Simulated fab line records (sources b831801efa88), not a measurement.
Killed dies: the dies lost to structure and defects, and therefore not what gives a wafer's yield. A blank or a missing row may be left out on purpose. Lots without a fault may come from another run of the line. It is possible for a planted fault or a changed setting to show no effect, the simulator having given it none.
Which tool did it? | flow sky130 | 36 wafers from 12 lots sampled at 5 of the route's 708 steps

## WHAT THE GAUGES READ, wafer by wafer
Not one reading of a measure or inspect step in the record can be checked against a usual standard deviation.

## TOOL THAT RAN EACH LOT (tool first, then ch and the chambers of the sampled wafers, then the start)
lot  | SKY_METAL2_SPUTTER_00       | SKY_METAL3_SPUTTER_02       | SKY_CAP2M_CVD_00                | SKY_METAL5_SPUTTER_02       | SKY_PAD_OPEN_PROBE_99
L163 | pvdSputter-03, day 34 02:13 | pvdSputter-01, day 36 11:11 | pecvd-01 ch 0,1,2, day 39 20:24 | pvdSputter-04, day 43 02:56 | -
L166 | pvdSputter-03, day 35 04:34 | pvdSputter-04, day 37 12:38 | pecvd-04 ch 0,1,2, day 40 21:26 | pvdSputter-03, day 44 01:42 | -
L167 | pvdSputter-03, day 35 15:47 | pvdSputter-04, day 37 23:30 | pecvd-03 ch 1,2, day 41 07:25   | pvdSputter-02, day 44 11:02 | -
L169 | pvdSputter-04, day 36 03:03 | pvdSputter-03, day 38 10:52 | pecvd-03 ch 0,1,2, day 41 17:49 | pvdSputter-04, day 44 19:31 | -
L170 | pvdSputter-03, day 36 09:51 | pvdSputter-04, day 38 16:37 | pecvd-01 ch 0,2, day 41 23:49   | pvdSputter-03, day 45 02:29 | -
L171 | pvdSputter-04, day 37 05:22 | pvdSputter-01, day 39 12:00 | pecvd-03 ch 0,1,2, day 42 19:29 | pvdSputter-03, day 45 18:08 | -
L173 | pvdSputter-04, day 37 07:32 | pvdSputter-03, day 39 14:42 | pecvd-01 ch 0,1,2, day 42 22:14 | pvdSputter-03, day 45 21:17 | -
L172 | pvdSputter-03, day 37 08:48 | pvdSputter-01, day 39 16:32 | pecvd-03 ch 0,1, day 42 23:43   | pvdSputter-03, day 45 22:44 | -
L174 | pvdSputter-04, day 37 11:15 | pvdSputter-01, day 39 18:17 | pecvd-01 ch 0,1,2, day 43 01:04 | pvdSputter-02, day 46 00:05 | -
L175 | pvdSputter-02, day 38 06:53 | pvdSputter-04, day 40 13:40 | pecvd-04 ch 0,2, day 43 17:59   | pvdSputter-04, day 46 15:13 | -
L177 | pvdSputter-04, day 38 14:11 | pvdSputter-01, day 40 20:59 | pecvd-03 ch 0,1,2, day 44 01:25 | pvdSputter-03, day 46 22:55 | -
L183 | pvdSputter-03, day 40 09:08 | pvdSputter-04, day 42 14:09 | pecvd-04 ch 1,2, day 45 15:04   | pvdSputter-03, day 48 07:47 | prober-02, day 50 16:03
- SKY_METAL2_SPUTTER_00: material Ti, target thk 15 nm, time 10 s.
- SKY_METAL3_SPUTTER_02: material AlCu, target thk 735 nm, time 39.1 s.
- SKY_CAP2M_CVD_00: deposits SiO2, target thk 15.5 nm.
- SKY_METAL5_SPUTTER_02: material AlCu, target thk 1150 nm, time 61.2 s.
- SKY_PAD_OPEN_PROBE_99

## WHAT THE TOOLS THEMSELVES READ (means of the sampled wafers that have a number; where no wafer has one, the mark that the record gives instead)
SKY_METAL2_SPUTTER_00. Usual: throttleValvePct 29.9 %, standard deviation 0.85.
lot  | tool          | throttleValvePct (%) | flag
L163 | pvdSputter-03 | 30.2                 | 
L166 | pvdSputter-03 | 29.9                 | 
L167 | pvdSputter-03 | 30.3                 | 
L169 | pvdSputter-04 | 29.5                 | 
L170 | pvdSputter-03 | 30.9                 | 
L171 | pvdSputter-04 | 29.6                 | 
L173 | pvdSputter-04 | 29.8                 | 
L172 | pvdSputter-03 | 29.9                 | 
L174 | pvdSputter-04 | 29.8                 | 
L175 | pvdSputter-02 | 30.4                 | 
L177 | pvdSputter-04 | 30.1                 | 
L183 | pvdSputter-03 | 29.2                 | 

SKY_METAL3_SPUTTER_02. Usual: throttleValvePct 29.8 %, standard deviation 0.69.
lot  | tool          | throttleValvePct (%) | flag
L163 | pvdSputter-01 | 29.9                 | 
L166 | pvdSputter-04 | 29.8                 | 
L167 | pvdSputter-04 | 29.9                 | 
L169 | pvdSputter-03 | 30.5                 | 
L170 | pvdSputter-04 | 29.5                 | 
L171 | pvdSputter-01 | 29.9                 | 
L173 | pvdSputter-03 | 30.1                 | 
L172 | pvdSputter-01 | 30.3                 | 
L174 | pvdSputter-01 | 30.2                 | 
L175 | pvdSputter-04 | 29.5                 | 
L177 | pvdSputter-01 | 29.9                 | 
L183 | pvdSputter-04 | 30.2                 | 

SKY_CAP2M_CVD_00. Usual: heaterPowerW 728 W, standard deviation 80; rfFwdPowerW 442.3 W, standard deviation 2.3.
lot  | tool     | heaterPowerW (W) | rfFwdPowerW (W) | flag
L163 | pecvd-01 | 707              | 441.6           | 
L166 | pecvd-04 | 670              | 442.8           | 
L167 | pecvd-03 | 699              | 443.8           | 
L169 | pecvd-03 | 701              | 442.8           | 
L170 | pecvd-01 | 691              | 440.9           | 
L171 | pecvd-03 | 718              | 443.3           | 
L173 | pecvd-01 | 765              | 440.1           | 
L172 | pecvd-03 | 657              | 443.7           | 
L174 | pecvd-01 | 715              | 440.9           | 
L175 | pecvd-04 | 816              | 443.0           | 
L177 | pecvd-03 | 709              | 442.5           | 
L183 | pecvd-04 | 725              | 443.2           | 

SKY_METAL5_SPUTTER_02. Usual: throttleValvePct 30.0 %, standard deviation 0.88.
lot  | tool          | throttleValvePct (%) | flag
L163 | pvdSputter-04 | 29.9                 | 
L166 | pvdSputter-03 | 30.5                 | 
L167 | pvdSputter-02 | 29.3                 | 
L169 | pvdSputter-04 | 29.8                 | 
L170 | pvdSputter-03 | 30.2                 | 
L171 | pvdSputter-03 | 29.9                 | 
L173 | pvdSputter-03 | 30.3                 | 
L172 | pvdSputter-03 | 30.1                 | 
L174 | pvdSputter-02 | 30.1                 | 
L175 | pvdSputter-04 | 30.2                 | 
L177 | pvdSputter-03 | 29.9                 | 
L183 | pvdSputter-03 | 30.2                 | 

SKY_PAD_OPEN_PROBE_99. Usual: defectLimitedYield 82.8 %, standard deviation 2; killed_at_M0_to_M3 43, standard deviation 6.4; killed_at_M4_up 3.1, standard deviation 2; killedAtContacts 24, standard deviation 5.2; killedAtFrontEnd 15, standard deviation 4.3; killedAtOther 0.2, standard deviation 0.48; killedDies 85, standard deviation 9.7; killedOpen 47, standard deviation 6.9; killedShort 38, standard deviation 6.7; sort_bin_3_pad_short 0.9 %, standard deviation 0.48; sort_bin_5_function 10.3 %, standard deviation 1.6; sort_bin_6_memory 6.1 %, standard deviation 0.97; sortNPass 407, standard deviation 9.7; sortYieldPct 82.8 %, standard deviation 2.
lot  | tool      | defectLimitedYield (%) | killed_at_M0_to_M3 | killed_at_M4_up | killedAtContacts | killedAtFrontEnd | killedAtOther | killedDies | killedOpen | killedShort | sort_bin_3_pad_short (%) | sort_bin_5_function (%) | sort_bin_6_memory (%) | sortNPass | sortYieldPct (%) | flag
L183 | prober-02 | 80.4                   | 64                 | 3.0             | 18               | 12               | 0.0           | 97         | 44         | 29          | 2.6                      | 11.2                    | 5.8                   | 395       | 80.4             | OFF

## THE ANSWER, worked out from the rows above alone
Rule: take the mean of a lot's wafers that have a number; if it is more than 3 standard deviations from the usual mean, the lot is off. Also off: a lot with no number at a reading for which 4 or more lots have one. Any other lot the step has rows for is counted as sound. First the gauges in route order, then the tools' own readings, where a lot's mean is used as printed above. The first step at which some lot is off is used, and at that step the reading that is off furthest; a lot without a number counts as furthest.
Off: L183 (SKY_PAD_OPEN_PROBE_99, sort_bin_3_pad_short). Neither off nor sound, because the step has no rows for them: L163, L166, L167, L169, L170, L171, L173, L172, L174, L175, L177.
If a tool, at that step or one of the process steps before it, ran each lot that is off and ran no sound lot following the first of them, it fits. Can't be told from this: 4 tools fit, pvdSputter-03 at SKY_METAL2_SPUTTER_00 and SKY_METAL5_SPUTTER_02, pvdSputter-04 at SKY_METAL3_SPUTTER_02, pecvd-04 at SKY_CAP2M_CVD_00, prober-02 at SKY_PAD_OPEN_PROBE_99.

## WHAT THE SIMULATOR HAD INSERTED
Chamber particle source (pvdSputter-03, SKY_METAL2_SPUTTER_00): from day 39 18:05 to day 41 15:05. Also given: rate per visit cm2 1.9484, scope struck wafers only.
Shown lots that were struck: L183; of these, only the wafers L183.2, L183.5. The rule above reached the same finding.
